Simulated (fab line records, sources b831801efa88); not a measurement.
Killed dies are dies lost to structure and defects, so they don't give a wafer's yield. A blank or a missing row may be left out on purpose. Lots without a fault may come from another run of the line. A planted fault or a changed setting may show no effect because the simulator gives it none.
A struck lot beside a sound one | flow sky130 | 16 steps out of a route of 708
Sound: wafers L383.1, L383.5, L383.6. Struck: wafers L381.2, L381.4, L381.5. The cause comes at the end.
At each step with rows: each side's tool, then ch and its chambers, then its first start. Under that, the readings that differ: sound wafers | struck wafers | difference of the means | sigmas: that difference in standard deviations of wafers without a fault.
alike: readings whose means differ by less than 2 such deviations, and words and numbers that are the same on both sides. not compared: withheld readings, readings that some wafer has no value for, bounds like >300 that may hide the same value, and numbers for which the record gives no deviation and whose values overlap.
The two part at a step that has a row with sigmas, a row that says differs or no value, or rows on one side only. Numbers that don't overlap but have no deviation are shown without sigmas and don't part them. A reading that every wafer of one side lacks parts them only if that side has two wafers or more.

first, 1 step without rows for these wafers: SKY_FIELD_ISO_CVD_03 (deposits Si3N4 from DCS/NH3, target thk 165 nm, time 2830 s).
SKY_FIELD_ISO_THK_MEAS_04:
  sound on film_metro-03, day 4 09:32; struck on film_metro-04, day 3 20:29
  alike: FIELD_ISO_CVD_03_THK
then, 8 steps without rows for these wafers: SKY_FIELD_ISO_DEHYDRATE_05 (time 60 s); SKY_FIELD_ISO_HMDS_06 (prime time 60 s); SKY_FIELD_ISO_COAT_07 (resist thk 60 nm); SKY_FIELD_ISO_COAT_08 (resist thk 450 nm); SKY_FIELD_ISO_SOFTBAKE_09 (time 90 s); SKY_FIELD_ISO_EXPOSE_10 (exposes mask FOM, target cd 150 nm); SKY_FIELD_ISO_PEB_11; SKY_FIELD_ISO_DEVELOP_12 (develop time 60 s).
SKY_FIELD_ISO_CD_MEAS_13: target cd 150 nm.
  sound on cd_sem-02, day 5 02:50; struck on cd_sem-02, day 4 12:50
  alike: cd_nm
SKY_FIELD_ISO_ETCH_14: etches BARC in N2/H2, stops on SiO2, time 45.9 s, target depth 60 nm.
  sound on rie_diel-04 ch 0,1,2, day 5 02:58; struck on rie_diel-01 ch 0,2,3, day 4 12:56
  alike: bias_w, chamber_pressure_mTorr, drypump_motor_current_A, oes_product_au, throttle_valve_pct
  not compared: rf_hours_counter_h
SKY_FIELD_ISO_ETCH_15: etches the open film in CHF3/O2, stops on Si, target depth 180 nm, time 72 s.
  sound on rie_diel-04 ch 0,1,2, day 5 03:00; struck on rie_diel-01 ch 0,2,3, day 4 12:59
  no value came back on the struck wafers for any of 6 readings (O2_flow_sccm (sccm), bias_w (W) and others); on the sound wafers O2_flow_sccm (sccm) reads 5.014 4.996 5.001
  reading                                          | sound             | struck            | difference | sigmas
  model.KrF-thick_of_FIELD_ISO_COAT_08.thk_nm (nm) | 238.8 235.6 240.1 | 391.4 391.8 392.8 | +153.8     |
  not compared: rf_hours_counter_h
SKY_FIELD_ISO_STRIP_16: strips in O2/N2.
  sound on plasma_asher-04 ch 0,1, day 5 03:03; struck on plasma_asher-04 ch 0,1, day 4 13:02
  reading                      | sound             | struck            | difference | sigmas
  oes_product_au (a.u.)        | 0.375 0.370 0.377 | 0.438 0.445 0.444 | +0.068     | +14
  strip_time_to_endpoint_s (s) | 3.58 3.54 3.59    | 5.17 5.19 5.20    | +1.62      | +46
  alike: drypump_motor_current_A
  not compared: rf_hours_counter_h
SKY_FIELD_ISO_ETCH_17: etches Si in HBr/Cl2/O2, target depth 342 nm, time 97.7 s.
  sound on rie_si-01 ch 0,1, day 5 03:09; struck on rie_si-02 ch 0,2,3, day 4 13:08
  alike: HBr_flow_sccm, O2_flow_sccm, drypump_motor_current_A, oes_product_au, throttle_valve_pct
  not compared: rf_hours_counter_h
-- the record jumps here: 44 days lie between the struck wafers' starts before and after (it left off in module FIELD_ISO and takes up again in module PAD_OPEN, whose first step shown is number 708 of the route) --
SKY_PAD_OPEN_PROBE_99:
  sound on prober-02, day 49 00:41; struck on prober-02, day 48 19:44
  reading             | sound     | struck      | difference | sigmas
  killed_at_front_end | 9 12 26   | 410 437 412 | +404       | +81
  killed_dies         | 84 91 102 | 492 492 492 | +400       | +42
  killed_on_rim       | 13 16 16  | 96 96 96    | +81        | +20
  alike: killed_at_M0_to_M3, killed_at_M4_up, killed_at_contacts, killed_at_other, killed_open, killed_short

WHERE THEY PART
First at SKY_FIELD_ISO_ETCH_15; last, within this record, at SKY_PAD_OPEN_PROBE_99.

WHY: what the simulator had put in
Skipped step whole: rie_diel-01, from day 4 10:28 on, at SKY_FIELD_ISO_ETCH_15. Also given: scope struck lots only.
